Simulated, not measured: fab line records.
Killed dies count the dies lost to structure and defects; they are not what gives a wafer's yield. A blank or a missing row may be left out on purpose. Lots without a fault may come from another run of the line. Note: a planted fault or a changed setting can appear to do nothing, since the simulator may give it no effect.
Chamber matching + flow gf180mcu + GF_V5_CMP_26 on cmp-02: 4 sister chambers
The step polishes, stops on SiO2, t overpolish 15 s, target thk 0 nm. 4 wafers are shown with their chamber, then 8 later ones without.

== WAFERS WITH THEIR CHAMBER ==
| wafer  | chamber | motorCurrentA (A) |
|--------|---------|-------------------|
| L278.1 | 0       | 11.6              |
| L278.6 | 3       | 9.7               |
| L279.3 | 2       | 10.9              |
| L280.3 | 1       | 11.9              |

== WAFERS WITHOUT THEIR CHAMBER ==
| wafer  | motorCurrentA (A) |
|--------|-------------------|
| L280.5 | 9.5               |
| L280.6 | 11.0              |
| L282.3 | 11.9              |
| L282.5 | 9.9               |
| L282.6 | 11.8              |
| L284.2 | 11.4              |
| L284.4 | 11.4              |
| L284.6 | 10.4              |

== WHICH CHAMBER EACH ONE RAN IN ==
| wafer  | from the rows above          | in truth |
|--------|------------------------------|----------|
| L280.5 | 3                            | 3        |
| L280.6 | 2                            | 2        |
| L282.3 | can't be placed: 1 or 0      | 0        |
| L282.5 | 3                            | 3        |
| L282.6 | can't be placed: 1 or 0      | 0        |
| L284.2 | can't be placed: 0 or 1 or 2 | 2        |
| L284.4 | can't be placed: 0 or 1 or 2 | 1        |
| L284.6 | can't be placed: 2 or 3      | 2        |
3 of 8 placed correctly. Can't be placed from these rows: 5 (the true chamber is among the candidates in 5). Wrongly placed: 0.
How it was worked out, from the rows above alone: a wafer's distance from a chamber is the root of the sum, over the readings, of the square of ((its reading less the chamber's mean) divided by the reading's scatter). If the next closest chamber is less than 2 further off than the closest, the wafer can't be placed; otherwise it belongs to the closest. A chamber's mean is the mean of its shown wafers. The scatter: root of mean squared gap, hidden wafer to nearest shown wafer, with one shown wafer a chamber.
